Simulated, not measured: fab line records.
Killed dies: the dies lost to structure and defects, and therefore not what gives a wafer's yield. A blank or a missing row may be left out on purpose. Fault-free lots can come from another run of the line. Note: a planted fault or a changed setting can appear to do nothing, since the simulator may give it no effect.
Problem report in the 8D (eight disciplines) form, filled by code + flow sky130 + the parts of the form that need people (team, actions taken, sign-off) are left out

## 1. THE ISSUE
At SKY_METAL4_CD_MEAS_13, cd nm averages 285.1 nm over 2 wafers from 2 lots, while fault-free wafers read 300.3 nm, standard deviation 1.6. Measured from the usual mean, that is -9.5 standard deviations.
The step: target cd 300 nm.
The first sign was on wafer L388.5 at day 44 17:01, on cd sem-02. At this step, 30 wafers from 10 lots have a number in the record. Rule for "out" (also "out of limits"): further than 4 standard deviations from the usual mean. The other wafers with a number count as sound.

## 2. WHAT IT IS AND WHAT IT IS NOT
| question                    | is                   | is not                                                                                             |
|-----------------------------|----------------------|----------------------------------------------------------------------------------------------------|
| which readings at this step | cd nm                | -                                                                                                  |
| which lots                  | L388, L389           | L379, L380, L381, L393, L396, L398, L400, L402                                                     |
| which wafers of those lots  | L388.5, L389.5       | L388.3, L388.4, L389.1, L389.3                                                                     |
| read on which gauges        | cd sem-01, cd sem-02 | -                                                                                                  |
| when                        | from day 44 17:01    | up to then (11 sound wafers); but 17 sound wafers of L389, L393, L396, L398, L400, L402 came after |

## 3. THE SUSPECTS, EACH WITH WHAT RULES IT OUT
Counting: if a tool at a process step up to the reading ran every lot that is out, it stays a suspect. Sound lots after the first of them don't rule it out here, since some wafers of a struck lot are sound.
- the gauge at SKY_METAL4_CD_MEAS_13 is ruled out. The wafers that are out were read on 2 gauges (cd sem-01, cd sem-02).
- rie diel-02 at SKY_CONTACT_ETCH_18 (etches Si3N4 in CHF3/O2, stops on TiN, time 39 s, target depth 75 nm): kept. It ran every lot that is out, first L388 (day 36 04:52). SKY_CONTACT_ETCH_18 gives no start for some lots, so the hours and the order of its lots are those of SKY_METAL1_STRIP_20.
- krf scanner-02 at SKY_METAL4_EXPOSE_10 (exposes mask MM4, target cd 300 nm): kept. It processed each lot that is out (first: L388, day 44 05:54); up to then, its last sound lot is L381 (day 41 20:04).
Remaining after the count are rie diel-02 at SKY_CONTACT_ETCH_18 and krf scanner-02 at SKY_METAL4_EXPOSE_10.

## 4. THE CAUSE (what the simulator had put in)
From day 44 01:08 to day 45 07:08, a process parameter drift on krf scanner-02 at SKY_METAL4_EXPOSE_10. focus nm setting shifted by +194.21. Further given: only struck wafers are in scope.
Counting leaves 2 suspects; this tool is one of them.

## 5. THE CHAIN OF EFFECTS, in route order
Rows list readings where the struck wafers' mean (over those with a number) sits beyond 3 standard deviations from the usual. Scope: only readings with a usual standard deviation given in the record; hours: median across lots of the time from each lot's start at the first step in this table that gives one to its start at this step; sigmas: change in usual standard deviations.
| hours | step                  | reading | usual    | on struck wafers | change | sigmas |
|-------|-----------------------|---------|----------|------------------|--------|--------|
| 0     | SKY_METAL4_CD_MEAS_13 | cd nm   | 300.3 nm | 285.1            | -15.2  | -9.5   |

## 6. HOW IT WOULD HAVE BEEN CAUGHT EARLIER
In this record the first reading out of limits at a measuring or inspecting step was taken at day 44 17:01, 16 hours after the fault began at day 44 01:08.
By day 44 17:01 the whole set of lots that are out, 2 in number, had already begun SKY_METAL4_EXPOSE_10 on krf scanner-02. Had the tool been put on hold then, not one of them would have been saved.
